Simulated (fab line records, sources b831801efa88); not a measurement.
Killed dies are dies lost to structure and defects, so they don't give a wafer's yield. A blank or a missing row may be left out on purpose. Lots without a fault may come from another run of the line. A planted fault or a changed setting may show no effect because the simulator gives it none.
Which tool did it? | flow sky130 | 13 lots, 39 wafers sampled, at 6 steps of a route of 708

WHAT THE GAUGES READ, wafer by wafer
SKY_CAP2M_THK_MEAS_01. Usual: CAP2M_CVD_00_THK 15.51 nm, standard deviation 0.21.
lot  | measured     | on            | CAP2M_CVD_00_THK (nm) | flag
L366 | day 40 10:08 | film_metro-04 | 15.10 15.44 15.28     |
L367 | day 40 23:50 | film_metro-04 | 15.46 15.47 15.71     |
L368 | day 41 07:15 | film_metro-02 | 15.57 15.79 16.09     |
L369 | day 41 23:30 | film_metro-04 | 15.56 15.80 15.73     |
L370 | day 42 00:35 | film_metro-04 | 15.66 15.45 15.49     |
L372 | day 42 02:09 | film_metro-01 | 15.35 15.37 15.55     |
L371 | day 42 03:05 | film_metro-04 | 15.46 15.42 15.56     |
L373 | day 42 07:56 | film_metro-04 | 15.65 15.07 15.43     |
L375 | day 42 21:05 | film_metro-02 | 15.14 15.34 14.96     |
L377 | day 43 04:39 | film_metro-01 | 15.21 15.22 15.42     |
L378 | day 43 15:58 | film_metro-01 | 15.60 15.59 15.89     |
L380 | day 43 23:42 | film_metro-01 | 15.42 15.85 15.88     |
L386 | day 45 15:56 | film_metro-04 | 15.27 15.43 15.80     |

SKY_CAP2M_OVL_MEAS_12. Usual: CAP2M_OVL -0.5 nm, standard deviation 1.2.
lot  | measured     | on         | CAP2M_OVL (nm) | flag
L366 | day 41 09:47 | overlay-01 | -0.6 1.4 1.1   |
L367 | day 41 23:27 | overlay-02 | -1.8 -0.1 1.0  |
L368 | day 42 06:53 | overlay-01 | -1.8 1.0 -0.4  |
L369 | day 42 22:56 | overlay-02 | -0.4 -0.6 -0.4 |
L370 | day 42 23:36 | overlay-02 | -0.2 -0.2 -1.7 |
L372 | day 43 00:53 | overlay-02 | 0.4 0.4 0.1    |
L371 | day 43 02:26 | overlay-01 | 0.5 -1.6 -0.4  |
L373 | day 43 06:41 | overlay-02 | -0.9 0.0 -0.4  |
L375 | day 43 20:14 | overlay-01 | -0.2 -0.4 0.2  |
L377 | day 44 02:57 | overlay-01 | -1.5 1.1 0.2   |
L378 | day 44 13:08 | overlay-02 | -0.3 -1.4 0.7  |
L380 | day 44 21:32 | overlay-01 | -0.2 -0.7 1.3  |
L386 | day 46 11:32 | overlay-01 | -2.1 -1.1 -0.9 |

SKY_VIA4_BOW_MEAS_03. Usual: VIA4_BOW 78 um, standard deviation 7.1.
lot  | measured     | on            | VIA4_BOW (um)  | flag
L366 | day 42 11:08 | film_metro-01 | 77 93 83       |
L367 | day 43 00:56 | film_metro-03 | 85 76 84       |
L368 | day 43 07:35 | film_metro-04 | 73 77 91       |
L369 | day 44 00:02 | film_metro-04 | 79 85 74       |
L370 | day 44 00:44 | film_metro-04 | 87 75 80       |
L372 | day 44 01:16 | film_metro-03 | 69 61 70       |
L371 | day 44 02:56 | film_metro-03 | 64 72 67       |
L373 | day 44 07:41 | film_metro-04 | 77 73 70       |
L375 | day 44 20:22 | film_metro-03 | 76 87 81       |
L377 | day 45 03:13 | film_metro-04 | 66 77 75       |
L378 | day 45 13:08 | film_metro-01 | 81 77 90       |
L380 | day 45 21:59 | film_metro-03 | 74 86 81       |
L386 | day 47 10:41 | film_metro-04 | 80 83 87 - - - |

SKY_VIA4_RS_MEAS_19: measures by four-point-probe. Usual: VIA4_W_RS 0.226 ohm/sq, standard deviation 0.0036.
lot  | measured     | on            | VIA4_W_RS (ohm/sq) | flag
L366 | day 43 10:41 | film_metro-04 | 0.230 0.229 0.228  |
L367 | day 44 00:17 | film_metro-03 | 0.231 0.230 0.229  |
L368 | day 44 06:37 | film_metro-04 | 0.230 0.229 0.227  |
L369 | day 44 22:41 | film_metro-01 | 0.226 0.229 0.227  |
L370 | day 44 22:59 | film_metro-04 | 0.228 0.223 0.227  |
L372 | day 44 23:04 | film_metro-01 | 0.228 0.231 0.231  |
L371 | day 45 02:01 | film_metro-04 | 0.221 0.228 0.229  |
L373 | day 45 06:25 | film_metro-03 | 0.226 0.221 0.221  |
L375 | day 45 18:13 | film_metro-04 | 0.223 0.226 0.228  |
L377 | day 46 01:04 | film_metro-03 | 0.229 0.227 0.225  |
L378 | day 46 10:29 | film_metro-04 | 0.229 0.234 0.228  |
L380 | day 46 19:25 | film_metro-03 | 0.221 0.228 0.227  |
L386 | day 48 07:33 | film_metro-04 | 0.226 0.226 0.230  |

WHICH TOOL RAN EACH LOT (tool, then ch and the chambers of the sampled wafers, then the start)
lot  | SKY_VIA4_CMP_02               | SKY_VIA4_ETCH_12
L366 | cmp-01 ch 1,2, day 42 10:47   | rie_diel-02 ch 2,3, day 43 09:46
L367 | cmp-02 ch 0,1,3, day 43 00:46 | rie_diel-03 ch 0,1,3, day 43 23:20
L368 | cmp-01 ch 0,1,2, day 43 07:17 | rie_diel-04 ch 0,1, day 44 05:44
L369 | cmp-01 ch 1,3, day 43 23:41   | rie_diel-02 ch 1,2,3, day 44 21:46
L370 | cmp-02 ch 1,2,3, day 44 00:29 | rie_diel-03 ch 0,2, day 44 22:04
L372 | cmp-01 ch 0,1,2, day 44 01:01 | rie_diel-04 ch 0,1,2, day 44 22:10
L371 | cmp-01 ch 1,2,3, day 44 02:44 | rie_diel-03 ch 1,3, day 45 01:07
L373 | cmp-01 ch 0,1,2, day 44 07:25 | rie_diel-02 ch 1,3, day 45 05:31
L375 | cmp-02 ch 0,2,3, day 44 20:07 | rie_diel-03 ch 0,2,3, day 45 17:19
L377 | cmp-01 ch 0,3, day 45 02:56   | rie_diel-02 ch 0,1, day 46 00:10
L378 | cmp-01 ch 0,2,3, day 45 12:59 | rie_diel-04 ch 1,2, day 46 09:34
L380 | cmp-02 ch 0,1, day 45 21:41   | rie_diel-02 ch 1,2,3, day 46 18:32
L386 | cmp-01 ch 0,1,2, day 47 10:29 | rie_diel-03 ch 0,2, day 48 06:40
- SKY_VIA4_CMP_02: polishes SiO2.
- SKY_VIA4_ETCH_12: etches SiO2 in C4F8/O2/Ar, stops on TiN, target depth 580 nm.

WHAT THE TOOLS THEMSELVES READ (means of the sampled wafers that have a number; where no wafer has one, the mark that the record gives instead)
SKY_VIA4_CMP_02. Usual: motor_current_A 12.5 A, standard deviation 1.1; slurry_filter_dp_kPa 13.50 kPa, standard deviation 0.13.
lot  | tool   | motor_current_A (A) | slurry_filter_dp_kPa (kPa) | flag
L366 | cmp-01 | 12.7                | 13.43                      |
L367 | cmp-02 | 11.9                | 13.45                      |
L368 | cmp-01 | 12.6                | 13.56                      |
L369 | cmp-01 | 13.2                | 13.47                      |
L370 | cmp-02 | 11.3                | 13.50                      |
L372 | cmp-01 | 12.6                | 13.43                      |
L371 | cmp-01 | 13.3                | 13.49                      |
L373 | cmp-01 | 12.9                | 13.52                      |
L375 | cmp-02 | 12.3                | 13.52                      |
L377 | cmp-01 | 12.6                | 13.37                      |
L378 | cmp-01 | 12.0                | 13.48                      |
L380 | cmp-02 | 11.9                | 13.50                      |
L386 | cmp-01 | 12.9                | 13.41                      |

SKY_VIA4_ETCH_12. Usual: bias_w 1199 W, standard deviation 3.2; oes_product_au 0.926 a.u., standard deviation 0.0048.
lot  | tool        | bias_w (W) | oes_product_au (a.u.) | flag
L366 | rie_diel-02 | 1200       | 0.921                 |
L367 | rie_diel-03 | 1196       | 0.920                 |
L368 | rie_diel-04 | 1201       | 0.921                 |
L369 | rie_diel-02 | 1200       | 0.922                 |
L370 | rie_diel-03 | 1202       | 0.926                 |
L372 | rie_diel-04 | 1201       | 0.929                 |
L371 | rie_diel-03 | 1199       | 0.927                 |
L373 | rie_diel-02 | 1199       | 0.929                 |
L375 | rie_diel-03 | 1199       | 0.923                 |
L377 | rie_diel-02 | 1197       | 0.928                 |
L378 | rie_diel-04 | 1198       | 0.932                 |
L380 | rie_diel-02 | 1198       | 0.923                 |
L386 | rie_diel-03 | 1199       | 0.944                 | OFF

THE ANSWER, worked out from the rows above alone
Rule: a lot is off if the mean of its wafers that have a number lies more than 3 standard deviations from the usual mean. A lot without any number at a reading at which 4 lots or more have one is off too. The other lots that the step has rows for count as sound. The gauges are gone through in route order, then the tools' own readings, and for those a lot's mean is taken as printed above. The first step at which some lot is off is used, and at that step the reading that is off furthest; a lot without a number counts as furthest.
Off: L386, at SKY_VIA4_ETCH_12 (oes_product_au).
A tool fits if, at that step or a process step before it, it ran every lot that is off, and no sound lot after the first of them. Can't be told from this: 2 tools fit, cmp-01 at SKY_VIA4_CMP_02, rie_diel-03 at SKY_VIA4_ETCH_12.

WHAT THE SIMULATOR HAD PUT IN
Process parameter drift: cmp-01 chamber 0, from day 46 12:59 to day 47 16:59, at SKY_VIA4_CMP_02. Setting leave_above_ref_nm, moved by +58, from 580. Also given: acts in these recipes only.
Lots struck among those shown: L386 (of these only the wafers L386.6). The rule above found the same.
